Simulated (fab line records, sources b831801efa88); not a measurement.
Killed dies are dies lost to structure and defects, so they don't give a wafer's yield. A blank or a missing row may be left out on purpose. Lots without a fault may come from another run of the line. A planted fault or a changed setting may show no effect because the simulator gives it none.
Which tool did it? | flow sky130 | 12 lots, 36 wafers sampled, at 2 steps of a route of 708

WHAT THE GAUGES READ, wafer by wafer
SKY_METAL2_THK_MEAS_06: measures by xrf.
lot  | measured     | on            | METAL2_ALCU_THK (nm)
L433 | day 34 01:40 | film_metro-01 | 249.6 251.5 251.3
L434 | day 34 18:08 | film_metro-04 | 246.6 247.8 246.1
L436 | day 35 13:43 | film_metro-04 | 246.5 243.8 241.6
L438 | day 36 01:40 | film_metro-03 | 252.3 251.5 252.0
L439 | day 36 08:15 | film_metro-01 | 245.2 246.1 247.3
L441 | day 36 20:10 | film_metro-04 | 250.9 251.3 250.7
L443 | day 37 17:29 | film_metro-03 | 246.5 245.1 246.7
L447 | day 38 20:17 | film_metro-04 | 246.0 247.6 247.5
L449 | day 39 08:20 | film_metro-04 | 250.9 251.0 252.2
L451 | day 40 01:26 | film_metro-04 | 246.9 245.9 246.2
L453 | day 40 06:06 | film_metro-03 | 250.4 248.1 246.6
L455 | day 41 04:59 | film_metro-03 | 246.5 242.8 244.5

WHICH TOOL RAN EACH LOT (tool, then ch and the chambers of the sampled wafers, then the start)
lot  | SKY_METAL2_SPUTTER_03
L433 | pvd_sputter-04, day 34 01:29
L434 | pvd_sputter-04, day 34 17:57
L436 | pvd_sputter-04, day 35 13:31
L438 | pvd_sputter-02, day 36 01:28
L439 | pvd_sputter-03, day 36 08:04
L441 | pvd_sputter-03, day 36 19:57
L443 | pvd_sputter-04, day 37 17:16
L447 | pvd_sputter-04, day 38 20:05
L449 | pvd_sputter-02, day 39 08:09
L451 | pvd_sputter-03, day 40 01:14
L453 | pvd_sputter-02, day 40 05:54
L455 | pvd_sputter-04, day 41 04:48
- SKY_METAL2_SPUTTER_03: material Ti, target thk 5 nm, time 3.3 s.

WHAT THE TOOLS THEMSELVES READ (means of the sampled wafers that have a number; where no wafer has one, the mark that the record gives instead)
SKY_METAL2_SPUTTER_03.
lot  | tool           | throttle_valve_pct (%)
L433 | pvd_sputter-04 | 29.8
L434 | pvd_sputter-04 | 30.5
L436 | pvd_sputter-04 | 29.8
L438 | pvd_sputter-02 | 30.8
L439 | pvd_sputter-03 | 30.0
L441 | pvd_sputter-03 | 29.8
L443 | pvd_sputter-04 | 30.3
L447 | pvd_sputter-04 | 29.9
L449 | pvd_sputter-02 | 30.3
L451 | pvd_sputter-03 | 29.6
L453 | pvd_sputter-02 | 30.5
L455 | pvd_sputter-04 | 30.0

THE ANSWER, worked out from the rows above alone
Rule: what is usual is taken from the lots themselves. Put in order of their means at a reading, lots are off if they are a third of the lots or fewer, leave a main group of 4 or more, and stand apart from it by a gap of 3 or more times the standard deviation of the main group's means; of several such gaps the widest counts. A main group whose means are all the same, to the digits that the tables above print for the reading, isn't used. A lot without any number at a reading at which 4 lots or more have one is off too. The other lots that the step has rows for count as sound. The gauges are gone through in route order, then the tools' own readings, and for those a lot's mean is taken as printed above. The first step at which some lot is off is used, and at that step the reading that is off furthest; a lot without a number counts as furthest.
No lot is off at any reading shown: from this, nothing can be told.

WHAT THE SIMULATOR HAD PUT IN
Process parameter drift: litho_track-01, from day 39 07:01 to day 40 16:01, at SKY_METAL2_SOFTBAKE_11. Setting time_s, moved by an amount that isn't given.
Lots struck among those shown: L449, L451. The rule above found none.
